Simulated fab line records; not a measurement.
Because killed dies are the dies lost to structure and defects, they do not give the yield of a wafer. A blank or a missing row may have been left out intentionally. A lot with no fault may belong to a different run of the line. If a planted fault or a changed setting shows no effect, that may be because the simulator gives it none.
Which tool is to blame?	flow sky130	at 1 step of a route of 708, 7 lots with 21 wafers sampled

## WHAT THE GAUGES SHOWED, per wafer
SKY_VIA1_BOW_MEAS_03.
lot	measured	on	VIA1_BOW (um)
L647	day 33 07:10	filmMetro-01	80 80 93
L649	day 34 05:35	filmMetro-02	83 80 71
L652	day 35 01:26	filmMetro-01	86 78 81
L655	day 35 19:19	filmMetro-04	90 98 92
L662	day 38 04:11	filmMetro-01	76 75 83
L664	day 38 08:55	filmMetro-01	82 91 95
L668	day 39 18:23	filmMetro-01	69 87 86

## WHAT TOOL EACH LOT RAN ON (gives the tool, then ch and the chambers of the sampled wafers, and finally the start)
There is no process step in the record ahead of these readings.

## THE ANSWER, worked out from the rows above alone
Rule: the usual values come from the lots themselves. Put in order of their means at a reading, lots are off if they are a third of the lots or fewer, leave a main group of 4 or more, and stand apart from it by a gap of 3 or more times the standard deviation of the main group's means; of several such gaps the widest counts. The tables above print the reading to a certain number of digits; a main group whose means all agree to those digits is not used. A lot without any number at a reading at which 4 lots or more have one is off too. All remaining lots with rows at the step are treated as sound.
None of the lots is off at any reading shown; this tells nothing.

## WHAT THE SIMULATOR PUT IN
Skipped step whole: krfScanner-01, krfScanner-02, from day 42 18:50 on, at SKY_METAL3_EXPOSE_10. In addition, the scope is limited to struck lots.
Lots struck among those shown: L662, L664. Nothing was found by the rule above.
